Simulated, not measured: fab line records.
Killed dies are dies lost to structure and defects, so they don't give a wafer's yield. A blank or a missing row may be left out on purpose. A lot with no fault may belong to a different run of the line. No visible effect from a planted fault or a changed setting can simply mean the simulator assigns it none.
fab line records + flow sky130
[record]
- lots = 12
- wafers = 36
- last_day = 50
route steps=708 shown CONTACT@424 METAL1@434 PAD_OPEN@708
lots that met no fault: from a run of the same line without faults
start_h: start of the lot's first displayed wafer, in hours after the record's first day + wait_h: how many hours have passed since the lot's step before this one + " as in the row above + L1.1+2: a row that stands for several wafers + - either no value or no given start + * or withheld: withheld + < > ~ a bound
route shown NAME@n: NAME is a module with steps in the file, n the number in the route of the first one + usual: average and standard deviation across the fault-free wafers + same: alike in all rows + chamber/n: place in a boat + sites: readings site by site + _std_site: standard deviation of those values + _edge_site: the outer-site mean with the inner-site mean subtracted + radius_mm: how far each site lies from the wafer's centre + mask NAME#n: copy n + behind: the tool/chamber that last shaped the wafer + hold: what put the lot on hold/how long, in hours/how the hold closed + device: the n, p or np transistor that did not switch + end of line: tests run on the same wafers once the route is complete + step lacking rows: just its recipe + killed: dies that structure and defects cost at the first sort, which is not the same as the wafer's yield + map: the dies of a wafer, with x for killed, . for not killed, _ for no die there
set.NAME: the setting as run; set.NAME@STEP: as run at that earlier step + model.NAME: the simulator's own value behind a step, which no gauge read
route steps across a sampled set of lots; one table per step, one row per wafer
services: the hour from which a tool's chamber was out of use, counted from the record's first day as start_h (under 0 if before that day), plus the number of hours and why
[[steps]]
[step SKY_CONTACT_ETCH_18]
[recipe]
- target = Si3N4
- chemistry = CHF3/O2
- stop_on = TiN
- source_w = 600
- bias_w = 200
- pressure_mtorr = 40
- chf3_flow_sccm = 50
- O2_flow_sccm = 5
- time_s = 39
- target_depth_a = 750
[usual]
- bias_w = 199.9/0.63
- drypump_motor_current_A = 5.8/0.4
- oes_product_au = 0.853/0.0088
- throttle_valve_pct = 8.792/0.009
| lot.wafer | tool        | chamber | start_h | wait_h | bias_w | drypump_motor_current_A | oes_product_au | rf_hours_counter_h | throttle_valve_pct |
|-----------|-------------|---------|---------|--------|--------|-------------------------|----------------|--------------------|--------------------|
| L782.1    | rie_diel-03 | 3       | 730     | -      | 199.4  | 5.5                     | 0.842          | 20                 | 8.781              |
| L782.3    | "           | 0       | "       | "      | 201.1  | 6.0                     | 0.853          | 1                  | 8.791              |
| L782.6    | "           | 1       | "       | "      | 200.1  | 6.0                     | 0.855          | -                  | 8.792              |
| L783.2    | rie_diel-01 | 2       | 736     | -      | 200.2  | 5.4                     | 0.834          | 9                  | 8.790              |
| L783.3    | "           | 0       | "       | "      | 199.7  | 5.7                     | 0.842          | 2                  | 8.792              |
| L783.6    | "           | 3       | "       | "      | 200.9  | 6.7                     | 0.835          | -                  | 8.781              |
| L786.2    | rie_diel-03 | 1       | 761     | -      | 199.8  | 5.9                     | 0.842          | 25                 | 8.781              |
| L786.4    | "           | 3       | "       | "      | 199.1  | 5.5                     | 0.845          | -                  | 8.798              |
| L786.5    | "           | 0       | "       | "      | 199.9  | 6.0                     | 0.849          | -                  | 8.795              |
| L787.2    | rie_diel-03 | 3       | 775     | -      | 199.8  | 5.5                     | 0.859          | 21                 | 8.790              |
| L787.3    | "           | 1       | "       | "      | 200.7  | 5.9                     | 0.853          | 25                 | 8.785              |
| L787.6    | "           | 1       | "       | "      | 199.9  | 5.9                     | 0.856          | -                  | 8.789              |
| L791.1    | rie_diel-03 | 0       | 808     | -      | 161.6  | 6.0                     | 0.844          | 4                  | 8.782              |
| L791.2    | "           | 1       | "       | "      | 161.6  | 6.0                     | 0.852          | 26                 | 8.795              |
| L791.6    | "           | 1       | "       | "      | 162.3  | 5.9                     | 0.860          | -                  | 8.815              |
| L792.1    | rie_diel-03 | 1       | 813     | -      | 159.8  | 5.9                     | 0.843          | 27                 | 8.788              |
| L792.2    | "           | 3       | "       | "      | 162.6  | 5.5                     | 0.843          | 23                 | 8.796              |
| L792.3    | "           | 0       | "       | "      | 162.1  | 6.1                     | 0.842          | 4                  | 8.788              |
| L799.2    | rie_diel-02 | 2       | 880     | -      | 199.6  | 5.6                     | 0.863          | 8                  | 8.807              |
| L799.3    | "           | 0       | "       | "      | 199.3  | 5.1                     | 0.835          | 17                 | 8.785              |
| L799.5    | "           | 0       | "       | "      | 200.1  | 5.1                     | 0.848          | -                  | 8.801              |
| L800.2    | rie_diel-03 | 1       | 882     | -      | 200.5  | 5.9                     | 0.866          | 0                  | 8.775              |
| L800.3    | "           | 0       | "       | "      | 199.4  | 6.0                     | 0.855          | 6                  | 8.785              |
| L800.6    | "           | 1       | 883     | -      | 199.9  | 5.9                     | 0.857          | -                  | 8.797              |
| L801.2    | rie_diel-01 | 2       | 888     | -      | 199.5  | 5.4                     | 0.855          | 14                 | 8.806              |
| L801.5    | "           | 1       | "       | "      | 198.9  | 5.7                     | 0.846          | -                  | 8.800              |
| L801.6    | "           | 2       | "       | "      | 199.3  | 5.4                     | 0.868          | -                  | 8.792              |
| L803.2    | rie_diel-01 | 1       | 897     | -      | 199.4  | 5.7                     | 0.849          | 2                  | 8.784              |
| L803.4    | "           | 3       | "       | "      | 200.5  | 6.7                     | 0.860          | 10                 | 8.790              |
| L803.5    | "           | 3       | "       | "      | 200.1  | 6.7                     | 0.865          | -                  | 8.803              |
| L805.1    | rie_diel-03 | 3       | 905     | -      | 200.1  | 5.5                     | 0.841          | 26                 | 8.783              |
| L805.3    | "           | 2       | "       | "      | 200.4  | 5.6                     | 0.845          | 4                  | 8.789              |
| L805.6    | "           | 1       | "       | "      | 200.3  | 5.9                     | 0.860          | -                  | 8.793              |
| L804.1    | rie_diel-01 | 2       | 908     | -      | 200.6  | 5.4                     | 0.850          | 14                 | 8.791              |
| L804.5    | "           | 3       | "       | "      | 199.9  | 6.7                     | 0.852          | -                  | 8.802              |
| L804.6    | "           | 2       | "       | "      | 199.2  | 5.4                     | 0.849          | -                  | 8.792              |
[step SKY_CONTACT_STRIP_19]
[recipe]
- chemistry = O2/N2
- power_w = 1400
- pressure_mtorr = 1500
- platen_temp_c = withheld
- o2_flow_sccm = 3000
- n2_flow_sccm = 300
- overash_fraction = 0.5
[usual]
- drypump_motor_current_A = 5.6/0.44
- n2_flow_sccm = 299.9/0.97
- oes_product_au = 0.380/0.0054
- strip_time_to_endpoint_s = 3.60/0.046
| lot.wafer | tool            | chamber | start_h | wait_h | drypump_motor_current_A | n2_flow_sccm | oes_product_au | rf_hours_counter_h | strip_time_to_endpoint_s |
|-----------|-----------------|---------|---------|--------|-------------------------|--------------|----------------|--------------------|--------------------------|
| L782.1    | plasma_asher-04 | 1       | 730.06  | -      | 5.5                     | 299.3        | 0.372          | 28                 | 3.58                     |
| L782.3    | "               | 1       | "       | "      | 5.5                     | 299.1        | 0.377          | -                  | 3.54                     |
| L782.6    | "               | 1       | "       | "      | 5.5                     | 299.3        | 0.379          | -                  | 3.61                     |
| L783.2    | plasma_asher-02 | 1       | 736.08  | -      | 4.8                     | 298.6        | 0.383          | 91                 | 3.66                     |
| L783.3    | "               | 0       | "       | "      | 5.7                     | 299.9        | 0.382          | -                  | 3.60                     |
| L783.6    | "               | 1       | "       | "      | 4.8                     | 298.9        | 0.379          | -                  | 3.58                     |
| L786.2    | plasma_asher-03 | 1       | 761.68  | -      | 5.4                     | 301.6        | 0.381          | 2                  | 3.63                     |
| L786.4    | "               | 1       | "       | "      | 5.5                     | 300.3        | 0.375          | -                  | 3.63                     |
| L786.5    | "               | 0       | "       | "      | 6.0                     | 301.2        | 0.380          | -                  | 3.55                     |
| L787.2    | plasma_asher-02 | 0       | 775.31  | -      | 5.8                     | 302.3        | 0.386          | 95                 | 3.61                     |
| L787.3    | "               | 1       | "       | "      | 4.8                     | 298.8        | 0.389          | -                  | 3.67                     |
| L787.6    | "               | 0       | "       | "      | 5.8                     | 300.4        | 0.375          | -                  | 3.65                     |
| L791.1    | plasma_asher-02 | 0       | 808.29  | -      | 5.7                     | 299.6        | 0.375          | 98                 | 3.62                     |
| L791.2    | "               | 1       | "       | "      | 4.8                     | 299.8        | 0.379          | 98                 | 3.70                     |
| L791.6    | "               | 1       | "       | "      | 4.8                     | 299.9        | 0.380          | -                  | 3.68                     |
| L792.1    | plasma_asher-03 | 0       | 813.66  | -      | 6.0                     | 300.3        | 0.381          | 7                  | 3.66                     |
| L792.2    | "               | 1       | "       | "      | 5.4                     | 299.7        | 0.383          | 7                  | 3.67                     |
| L792.3    | "               | 1       | "       | "      | 5.4                     | 300.1        | 0.373          | -                  | 3.60                     |
| L799.2    | plasma_asher-02 | 0       | 880.88  | -      | 5.8                     | 299.3        | 0.386          | 105                | 3.63                     |
| L799.3    | "               | 1       | "       | "      | 4.8                     | 299.8        | 0.382          | -                  | 3.65                     |
| L799.5    | "               | 0       | "       | "      | 5.8                     | 298.9        | 0.383          | -                  | 3.65                     |
| L800.2    | plasma_asher-03 | 0       | 883.04  | -      | 6.0                     | 299.9        | 0.378          | 14                 | 3.71                     |
| L800.3    | "               | 0       | "       | "      | 6.0                     | 300.4        | 0.379          | -                  | 3.51                     |
| L800.6    | "               | 1       | "       | "      | 5.4                     | 302.2        | 0.382          | -                  | 3.71                     |
| L801.2    | plasma_asher-02 | 0       | 888.06  | -      | 5.8                     | 300.5        | 0.384          | 106                | 3.65                     |
| L801.5    | "               | 0       | "       | "      | 5.8                     | 301.1        | 0.375          | -                  | 3.52                     |
| L801.6    | "               | 1       | "       | "      | 4.8                     | 298.5        | 0.379          | -                  | 3.64                     |
| L803.2    | plasma_asher-03 | 1       | 897.56  | -      | 5.4                     | 300.9        | 0.374          | 15                 | 3.53                     |
| L803.4    | "               | 0       | "       | "      | 6.0                     | 298.7        | 0.376          | -                  | 3.61                     |
| L803.5    | "               | 0       | "       | "      | 6.0                     | 299.0        | 0.385          | -                  | 3.60                     |
| L805.1    | plasma_asher-04 | 1       | 905.53  | -      | 5.5                     | 300.1        | 0.380          | 46                 | 3.61                     |
| L805.3    | "               | 0       | "       | "      | 6.2                     | 299.6        | 0.374          | -                  | 3.62                     |
| L805.6    | "               | 0       | "       | "      | 6.2                     | 300.7        | 0.378          | -                  | 3.67                     |
| L804.1    | plasma_asher-04 | 0       | 908.26  | -      | 6.1                     | 299.2        | 0.384          | 46                 | 3.67                     |
| L804.5    | "               | 0       | "       | "      | 6.2                     | 299.3        | 0.375          | -                  | 3.63                     |
| L804.6    | "               | 1       | "       | "      | 5.5                     | 297.9        | 0.390          | -                  | 3.65                     |
[step SKY_CONTACT_THK_MEAS_26]
[recipe]
- thk_meas_gauge = xrf
- reads = W_of_CONTACT_CVD_24
[usual]
- CONTACT_W_THK = 333/5.3
| lot.wafer | tool          | chamber | start_h | wait_h | CONTACT_W_THK[nm] |
|-----------|---------------|---------|---------|--------|-------------------|
| L782.1    | film_metro-04 | -       | 731.03  | 0.1    | 334               |
| L782.3    | "             | -       | "       | "      | 340               |
| L782.6    | "             | -       | "       | "      | 333               |
| L783.2    | film_metro-04 | -       | 737.01  | 0.1    | 328               |
| L783.3    | "             | -       | "       | "      | 330               |
| L783.6    | "             | -       | "       | "      | 330               |
| L786.2    | film_metro-01 | -       | 762.57  | 0.1    | 328               |
| L786.4    | "             | -       | "       | "      | 327               |
| L786.5    | "             | -       | "       | "      | 332               |
| L787.2    | film_metro-01 | -       | 776.21  | 0.1    | 338               |
| L787.3    | "             | -       | "       | "      | 342               |
| L787.6    | "             | -       | "       | "      | 334               |
| L791.1    | film_metro-04 | -       | 809.17  | 0.1    | 339               |
| L791.2    | "             | -       | "       | "      | 330               |
| L791.6    | "             | -       | "       | "      | 341               |
| L792.1    | film_metro-01 | -       | 814.55  | 0.1    | 336               |
| L792.2    | "             | -       | "       | "      | 339               |
| L792.3    | "             | -       | "       | "      | 341               |
| L799.2    | film_metro-03 | -       | 881.84  | 0.1    | 328               |
| L799.3    | "             | -       | "       | "      | 329               |
| L799.5    | "             | -       | "       | "      | 336               |
| L800.2    | film_metro-04 | -       | 883.93  | 0.1    | 332               |
| L800.3    | "             | -       | "       | "      | 335               |
| L800.6    | "             | -       | "       | "      | 336               |
| L801.2    | film_metro-01 | -       | 889.05  | 0.1    | 342               |
| L801.5    | "             | -       | "       | "      | 339               |
| L801.6    | "             | -       | "       | "      | 342               |
| L803.2    | film_metro-03 | -       | 898.46  | 0.1    | 320               |
| L803.4    | "             | -       | "       | "      | 320               |
| L803.5    | "             | -       | "       | "      | 318               |
| L805.1    | film_metro-03 | -       | 906.45  | 0.1    | 328               |
| L805.3    | "             | -       | "       | "      | 323               |
| L805.6    | "             | -       | "       | "      | 327               |
| L804.1    | film_metro-01 | -       | 909.15  | 0.1    | 341               |
| L804.5    | "             | -       | "       | "      | 334               |
| L804.6    | "             | -       | "       | "      | 341               |
[step SKY_METAL1_SPUTTER_00]
[recipe]
- material = Ti
- target_thk_nm = 15
- power_w = 3000
- time_s = 10
- chamber_pressure_pa = 0.4
[usual]
- throttle_valve_pct = 30.1/1.3
| lot.wafer | tool           | chamber | start_h | wait_h | throttle_valve_pct |
|-----------|----------------|---------|---------|--------|--------------------|
| L782.1    | pvd_sputter-04 | -       | 731.39  | 0.1    | 30.1               |
| L782.3    | "              | -       | "       | "      | 29.8               |
| L782.6    | "              | -       | "       | "      | 29.9               |
| L783.2    | pvd_sputter-01 | -       | 737.36  | 0.1    | 31.4               |
| L783.3    | "              | -       | "       | "      | 31.1               |
| L783.6    | "              | -       | "       | "      | 31.3               |
| L786.2    | pvd_sputter-02 | -       | 762.92  | 0.1    | 30.1               |
| L786.4    | "              | -       | "       | "      | 33.5               |
| L786.5    | "              | -       | "       | "      | 30.6               |
| L787.2    | pvd_sputter-04 | -       | 776.56  | 0.1    | 27.4               |
| L787.3    | "              | -       | "       | "      | 30.1               |
| L787.6    | "              | -       | "       | "      | 30.3               |
| L791.1    | pvd_sputter-04 | -       | 809.53  | 0.2    | 29.6               |
| L791.2    | "              | -       | "       | "      | 29.6               |
| L791.6    | "              | -       | "       | "      | 29.9               |
| L792.1    | pvd_sputter-01 | -       | 814.91  | 0.2    | 30.9               |
| L792.2    | "              | -       | "       | "      | 29.5               |
| L792.3    | "              | -       | "       | "      | 29.3               |
| L799.2    | pvd_sputter-01 | -       | 882.19  | 0.1    | 31.1               |
| L799.3    | "              | -       | "       | "      | 29.8               |
| L799.5    | "              | -       | "       | "      | 29.5               |
| L800.2    | pvd_sputter-04 | -       | 884.28  | 0.2    | 27.6               |
| L800.3    | "              | -       | "       | "      | 29.7               |
| L800.6    | "              | -       | "       | "      | 30.5               |
| L801.2    | pvd_sputter-01 | -       | 889.40  | 0.2    | 29.4               |
| L801.5    | "              | -       | "       | "      | 29.6               |
| L801.6    | "              | -       | "       | "      | 29.5               |
| L803.2    | pvd_sputter-04 | -       | 898.81  | 0.1    | 29.9               |
| L803.4    | "              | -       | "       | "      | 29.6               |
| L803.5    | "              | -       | "       | "      | 30.3               |
| L805.1    | pvd_sputter-04 | -       | 906.91  | 0.2    | 30.0               |
| L805.3    | "              | -       | "       | "      | 27.6               |
| L805.6    | "              | -       | "       | "      | 29.7               |
| L804.1    | pvd_sputter-04 | -       | 909.97  | 0.2    | 29.9               |
| L804.5    | "              | -       | "       | "      | 29.5               |
| L804.6    | "              | -       | "       | "      | 27.4               |
[step SKY_PAD_OPEN_PROBE_99]
[usual]
- killed_at_M0_to_M3 = 44/7.3
- killed_at_M4_up = 3.1/1.6
- killed_at_contacts = 24/5.4
- killed_at_front_end = 15/4
- killed_at_other = 0.2/0.49
- killed_dies = 86/10
- killed_open = 48/7.3
- killed_short = 38/6.3
[same]
- gross_dies = 492
- killed_at_back_side = 0
| lot.wafer | tool      | chamber | start_h | wait_h | killed_at_M0_to_M3 | killed_at_M4_up | killed_at_contacts | killed_at_front_end | killed_at_other | killed_dies | killed_open | killed_short |
|-----------|-----------|---------|---------|--------|--------------------|-----------------|--------------------|---------------------|-----------------|-------------|-------------|--------------|
| L791.1    | prober-01 | -       | 1127.79 | 0.1    | 41                 | 4               | 18                 | 13                  | 0               | 76          | 38          | 38           |
| L791.2    | prober-01 | -       | 1127.84 | 0.1    | 45                 | 5               | 28                 | 9                   | 0               | 87          | 43          | 44           |
| L791.6    | prober-01 | -       | 1128.04 | 0.2    | 43                 | 6               | 18                 | 13                  | 0               | 80          | 34          | 46           |
| L801.2    | prober-01 | -       | 1185.85 | 0.1    | 39                 | 7               | 31                 | 11                  | 0               | 88          | 47          | 41           |
| L801.5    | prober-01 | -       | 1186.00 | 0.2    | 46                 | 4               | 34                 | 15                  | 1               | 100         | 65          | 35           |
| L801.6    | prober-01 | -       | 1186.05 | 0.2    | 40                 | 3               | 30                 | 23                  | 0               | 96          | 52          | 44           |
| L803.2    | prober-02 | -       | 1192.10 | 0.1    | 36                 | 3               | 21                 | 14                  | 0               | 74          | 39          | 35           |
| L803.4    | prober-02 | -       | 1192.20 | 0.2    | 40                 | 4               | 18                 | 20                  | 1               | 83          | 48          | 35           |
| L803.5    | prober-02 | -       | 1192.25 | 0.2    | 34                 | 2               | 22                 | 15                  | 0               | 73          | 42          | 31           |
// killed by level:class
L791.1 VIA1:geometric_particle:open=10 CONTACT:geometric_particle:open=6 METAL1:geometric_particle:short=5 VIA2:geometric_particle:open=5 FIELD_ISO:geometric_particle:short=4 LI_CONTACT:geometric_particle:open=4 LOCAL_INTERCONNECT:geometric_particle:short=4 VIA1:geometric_particle:short=4
L791.2 VIA2:geometric_particle:open=10 VIA1:geometric_particle:open=10 CONTACT:geometric_particle:open=8 CONTACT:geometric_particle:short=7 METAL2:geometric_particle:short=6 LI_CONTACT:geometric_particle:short=5 LI_CONTACT:geometric_particle:open=4 LOCAL_INTERCONNECT:geometric_particle:short=4
L791.6 METAL1:geometric_particle:short=9 VIA1:geometric_particle:short=9 CONTACT:geometric_particle:open=6 FIELD_ISO:geometric_particle:short=5 VIA2:geometric_particle:open=5 METAL3:geometric_particle:short=5 METAL4:geometric_particle:short=5 VIA1:geometric_particle:open=4
L801.2 LI_CONTACT:geometric_particle:open=12 METAL2:geometric_particle:short=8 CONTACT:geometric_particle:open=7 METAL1:geometric_particle:short=6 LOCAL_INTERCONNECT:geometric_particle:short=5 CONTACT:geometric_particle:short=5 VIA1:geometric_particle:short=5 VIA2:geometric_particle:open=5
L801.5 CONTACT:geometric_particle:open=14 VIA1:geometric_particle:open=10 VIA2:geometric_particle:open=10 LI_CONTACT:geometric_particle:open=8 VIA3:geometric_particle:open=8 CONTACT:geometric_particle:short=7 POLY_GATE:geometric_particle:open=5 METAL2:geometric_particle:short=4
L801.6 VIA1:geometric_particle:open=13 CONTACT:geometric_particle:open=11 FIELD_ISO:geometric_particle:open=8 LOCAL_INTERCONNECT:geometric_particle:short=6 FIELD_ISO:geometric_particle:short=5 VIA2:geometric_particle:open=5 LI_CONTACT:geometric_particle:short=4 CONTACT:geometric_particle:short=4
L803.2 VIA1:geometric_particle:open=11 CONTACT:geometric_particle:open=8 CONTACT:geometric_particle:short=6 FIELD_ISO:geometric_particle:open=5 VIA1:geometric_particle:short=5 FIELD_ISO:geometric_particle:short=4 VIA2:geometric_particle:short=4 VIA3:geometric_particle:open=4
L803.4 VIA2:geometric_particle:open=9 VIA3:geometric_particle:open=8 METAL1:geometric_particle:short=7 POLY_GATE:geometric_particle:open=6 VIA1:geometric_particle:open=6 LOCAL_INTERCONNECT:geometric_particle:short=4 CONTACT:geometric_particle:short=4 CONTACT:geometric_particle:open=4
L803.5 CONTACT:geometric_particle:open=9 VIA1:geometric_particle:open=7 FIELD_ISO:geometric_particle:open=6 VIA1:geometric_particle:short=6 VIA3:geometric_particle:open=5 LOCAL_INTERCONNECT:geometric_particle:short=4 METAL2:geometric_particle:short=4 VIA2:geometric_particle:open=4
[[services]]
| tool            | chamber | start_h | hours | kind           |
|-----------------|---------|---------|-------|----------------|
| pvd_sputter-04  | -       | 727.11  | 4.1   | repair         |
| plasma_asher-03 | -       | 733.75  | 9.0   | pm             |
| plasma_asher-04 | -       | 736.68  | 0.8   | repair         |
| rie_diel-03     | 2       | 748.45  | -     | clean          |
| rie_diel-03     | 2       | 748.45  | 15.7  | scheduled_down |
| rie_diel-03     | 2       | 748.45  | 15.7  | vent_cycle     |
| rie_diel-02     | 2       | 772.10  | 6.1   | repair         |
| plasma_asher-02 | -       | 784.55  | 1.7   | repair         |
| rie_diel-02     | 1       | 795.33  | 4.6   | repair         |
| rie_diel-01     | 3       | 795.64  | 9.5   | repair         |
| rie_diel-01     | 1       | 796.48  | 9.3   | repair         |
| pvd_sputter-02  | -       | 802.46  | 1.1   | repair         |
| pvd_sputter-02  | -       | 803.03  | 1.2   | repair         |
| plasma_asher-03 | -       | 804.25  | 0.6   | repair         |
| pvd_sputter-02  | -       | 811.89  | 4.4   | repair         |
| rie_diel-01     | 1       | 812.91  | 7.2   | repair         |
| rie_diel-03     | 0       | 817.89  | 7.6   | repair         |
| pvd_sputter-01  | -       | 841.57  | 7.9   | repair         |
| rie_diel-03     | 3       | 858.65  | 2.2   | repair         |
| rie_diel-03     | 1       | 862.65  | -     | clean          |
| rie_diel-03     | 1       | 862.65  | 16.7  | scheduled_down |
| rie_diel-02     | 3       | 878.51  | 9.8   | repair         |
| rie_diel-02     | 0       | 894.33  | 1.9   | repair         |
| rie_diel-02     | 0       | 896.53  | 8.9   | repair         |
[[key]]
[first_sign]
- step = SKY_CONTACT_ETCH_18
- reading = bias_w
- direction = down
- sigmas = 61
- usual = 199.9
- struck = 161.7
effect none on later readings
met_at SKY_CONTACT_ETCH_18
struck_lots L791,L792
tester_left_out L791,L792
not_acting_at SKY_CONTACT_STRIP_19,SKY_CONTACT_THK_MEAS_26,SKY_METAL1_SPUTTER_00
onset_between 775 808
[fault]
- kind = process_parameter_drift
- tool = rie_diel-03
- chamber = -
- onset_h = 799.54
- steps = SKY_CONTACT_ETCH_18
- channel = bias_w
- offset = -38.27
- shape = step
- end_h = 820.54
- acts_in = these_recipes_only
- stated = 200
// tester_left_out: of these lots the tester's yield and bins aren't shown, on N5 and GAA mostly nor the transistor test; their killed dies are dies lost to structure and defects alone, not to doping, threshold or leakage, so they don't give the yield
